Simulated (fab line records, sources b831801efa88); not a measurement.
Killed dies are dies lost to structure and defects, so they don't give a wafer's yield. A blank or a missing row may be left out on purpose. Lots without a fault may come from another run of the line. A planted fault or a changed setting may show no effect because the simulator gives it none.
One fault seen from 2 desks | flow sfq_line | each desk has only its own numbers; what lay behind them comes last

THE TOOL OWNER'S DESK: pvd_sputter-06
The tool's own readings at SFQ_TRILAYER_L0_DEP_SPUTTER_003 (material MoNx KI, target thk 40 nm, time 100 s): means of the sampled wafers that have a number, for each lot that ran on this tool. A lot is out of limits, marked OUT, if its mean lies more than 4 standard deviations from the usual mean; the brackets give that distance.
Columns: A = cathode_dc_power_W at SFQ_TRILAYER_L0_DEP_SPUTTER_003, usual 799.99 W; B = throttle_valve_pct at SFQ_TRILAYER_L0_DEP_SPUTTER_003, usual 29.7 %
lot  | first seen here | A      | B
L900 | day 1 12:29     | 799.88 | 28.9
L913 | day 4 05:29     | 799.94 | 29.3
L916 | day 4 20:35     | 799.92 | 30.5
This desk's finding: nothing out of limits on any of the 3 lots.

THE METROLOGY DESK
What the gauges read, lot by lot, whatever tool the lot ran on: means of the sampled wafers that have a number. A lot is out of limits, marked OUT, if its mean lies more than 4 standard deviations from the usual mean; the brackets give that distance.
Columns: A = L0_MONX_KI_RS at SFQ_L0_RS_MEAS_901, usual 43.5 ohm/sq; B = L0_MONX_KI_THK at SFQ_L0_THK_MEAS_902, usual 39.7 nm; C = M4_NB_RS at SFQ_M4_RS_MEAS_924, usual 0.891 ohm/sq
lot  | first seen here | A              | B              | C
L900 | day 1 12:35     | 43.4           | 40.0           | 0.898
L901 | day 1 17:36     | 43.3           | 40.0           | 0.895
L902 | day 1 22:36     | 44.4           | 39.0           | 0.886
L903 | day 2 03:34     | 43.5           | 39.8           | 0.885
L904 | day 2 08:54     | 43.5           | 39.7           | 0.906
L905 | day 2 13:34     | 43.4           | 39.9           | 0.891
L906 | day 2 18:35     | 43.9           | 39.1           | 0.888
L911 | day 3 19:35     | 44.1           | 39.2           | 0.888
L913 | day 4 05:34     | 31.4 (-30) OUT | 55.0 (+40) OUT | 0.877
L915 | day 4 15:49     | 43.8           | 39.6           | 0.902
L916 | day 4 20:43     | 31.1 (-31) OUT | 55.2 (+41) OUT | 0.893
L917 | day 5 01:36     | 43.7           | 39.5           | 0.885
L918 | day 5 06:34     | 43.1           | 40.1           | 0.891
This desk's finding: out of limits on L913, L916; first on L913, day 4 05:34 (L0_MONX_KI_RS at SFQ_L0_RS_MEAS_901). In limits: L900, L901, L902, L903, L904, L905, L906, L911, L915, L917, L918.

PUT TOGETHER
The metrology desk could have raised an alarm at day 4 05:34, on L913, L916.
The tool owner's desk saw nothing out of limits.
The tool owner's desk has L913, L916 on record, within its limits.
Of the lots named, all ran SFQ_TRILAYER_L0_DEP_SPUTTER_003 on pvd_sputter-06.

WHAT THE SIMULATOR HAD PUT IN
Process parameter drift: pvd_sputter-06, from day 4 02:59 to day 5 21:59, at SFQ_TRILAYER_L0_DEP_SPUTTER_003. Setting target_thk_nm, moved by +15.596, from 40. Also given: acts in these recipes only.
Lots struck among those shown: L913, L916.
Hours from the fault's start to each desk's first reading out of limits: the metrology desk, 3.
